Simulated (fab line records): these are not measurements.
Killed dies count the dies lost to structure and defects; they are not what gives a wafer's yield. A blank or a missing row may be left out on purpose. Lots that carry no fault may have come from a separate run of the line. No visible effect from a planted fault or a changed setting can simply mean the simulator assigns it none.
Which tool did it?	flow gf180mcu	15 lots with 45 wafers sampled at 3 steps, on a route of 602 steps

WHAT THE GAUGES READ, wafer by wafer
GF_M2_OVL_MEAS_15. Usual: for M2_OVL the level is -3 nm and the standard deviation is 4.7.
lot	measured	on	M2_OVL (nm)	flag
L223	day 19 21:31	overlay-02	-3 -10 -3	
L224	day 20 07:29	overlay-01	-10 -7 -17	
L225	day 20 15:13	overlay-01	0 2 1	
L226	day 21 02:18	overlay-02	-3 0 0	
L227	day 21 11:44	overlay-01	-10 -4 -9	
L228	day 21 22:24	overlay-01	-7 2 -1	
L229	day 22 07:01	overlay-02	0 -3 -3	
L230	day 22 17:57	overlay-01	-3 -2 -12	
L234	day 24 00:56	overlay-01	- - -	OFF
L235	day 24 08:10	overlay-01	- - -	OFF
L236	day 24 17:53	overlay-01	- - -	OFF
L241	day 26 07:37	overlay-02	0 -2 -1	
L242	day 26 10:01	overlay-01	-4 -4 -9	
L243	day 26 21:10	overlay-01	1 4 3	
L244	day 27 03:52	overlay-01	-6 2 -7	

WHICH TOOL RAN EACH LOT (tool, then ch and the chambers of the sampled wafers, then the start)
lot	GF_M2_SPUTTER_02	GF_M2_DEVELOP_13
L223	pvd sputter-04, day 18 21:16	litho track-04 ch 0, day 19 21:14
L224	pvd sputter-04, day 19 06:54	litho track-01 ch 0, day 20 07:13
L225	pvd sputter-04, day 19 15:38	litho track-04 ch 0, day 20 14:56
L226	pvd sputter-03, day 20 01:53	litho track-01 ch 0, day 21 02:02
L227	pvd sputter-02, day 20 11:35	litho track-01 ch 0, day 21 11:28
L228	pvd sputter-03, day 20 22:25	litho track-03 ch 0, day 21 22:09
L229	pvd sputter-04, day 21 07:16	litho track-04 ch 0, day 22 06:49
L230	pvd sputter-02, day 21 18:22	litho track-03 ch 0, day 22 17:42
L234	pvd sputter-02, day 23 02:20	litho track-03, day 24 00:40
L235	pvd sputter-03, day 23 10:05	litho track-04, day 24 07:55
L236	pvd sputter-02, day 23 19:37	litho track-01, day 24 17:37
L241	pvd sputter-03, day 25 10:07	litho track-04 ch 0, day 26 07:22
L242	pvd sputter-03, day 25 14:11	litho track-01 ch 0, day 26 09:40
L243	pvd sputter-04, day 26 00:37	litho track-04 ch 0, day 26 20:55
L244	pvd sputter-02, day 26 06:50	litho track-04 ch 0, day 27 03:35
- GF_M2_SPUTTER_02: material AlCu, target thk 450 nm, time 23.9 s.
- GF_M2_DEVELOP_13: develop time 60 s.

WHAT THE TOOLS THEMSELVES READ (means of the sampled wafers that have a number; where no wafer has one, the mark that the record gives instead)
GF_M2_SPUTTER_02. Usual: 30.1 % for throttle valve pct, sd 1.
lot	tool	throttle valve pct (%)	flag
L223	pvd sputter-04	30.3	
L224	pvd sputter-04	31.1	
L225	pvd sputter-04	31.0	
L226	pvd sputter-03	28.8	
L227	pvd sputter-02	30.8	
L228	pvd sputter-03	28.7	
L229	pvd sputter-04	31.0	
L230	pvd sputter-02	31.0	
L234	pvd sputter-02	30.2	
L235	pvd sputter-03	29.3	
L236	pvd sputter-02	30.2	
L241	pvd sputter-03	29.9	
L242	pvd sputter-03	29.4	
L243	pvd sputter-04	31.1	
L244	pvd sputter-02	30.0	

GF_M2_DEVELOP_13. Usual: 22.99 C for chill plate temp C, sd 0.1.
lot	tool	chill plate temp C (C)	flag
L223	litho track-04	23.06	
L224	litho track-01	23.09	
L225	litho track-04	22.93	
L226	litho track-01	23.08	
L227	litho track-01	23.09	
L228	litho track-03	23.01	
L229	litho track-04	22.92	
L230	litho track-03	22.86	
L234	litho track-03	-	OFF
L235	litho track-04	-	OFF
L236	litho track-01	-	OFF
L241	litho track-04	22.92	
L242	litho track-01	23.19	
L243	litho track-04	22.98	
L244	litho track-04	22.96	

THE ANSWER, worked out from the rows above alone
Rule: take the mean of a lot's wafers that have a number; if it is more than 3 standard deviations from the usual mean, the lot is off. A lot without any number at a reading at which 4 lots or more have one is off too. All remaining lots with rows at the step are treated as sound. The gauges are gone through in route order, then the tools' own readings, and for those a lot's mean is taken as printed above. The first step at which some lot is off is used, and at that step the reading that is off furthest; a lot without a number counts as furthest.
Off: at GF_M2_OVL_MEAS_15 (M2_OVL), L234, L235, L236. Without a number there: L234, L235, L236.
If a tool, at a process step before that reading, ran all the lots that are off and no sound lot after the first of them, it fits. The gauges at GF_M2_OVL_MEAS_15 aren't tried: what is off there is off at GF_M2_DEVELOP_13 too, on other tools, and a gauge's error can't cause that. Not one of the candidates tried fits.

WHAT THE SIMULATOR HAD PUT IN
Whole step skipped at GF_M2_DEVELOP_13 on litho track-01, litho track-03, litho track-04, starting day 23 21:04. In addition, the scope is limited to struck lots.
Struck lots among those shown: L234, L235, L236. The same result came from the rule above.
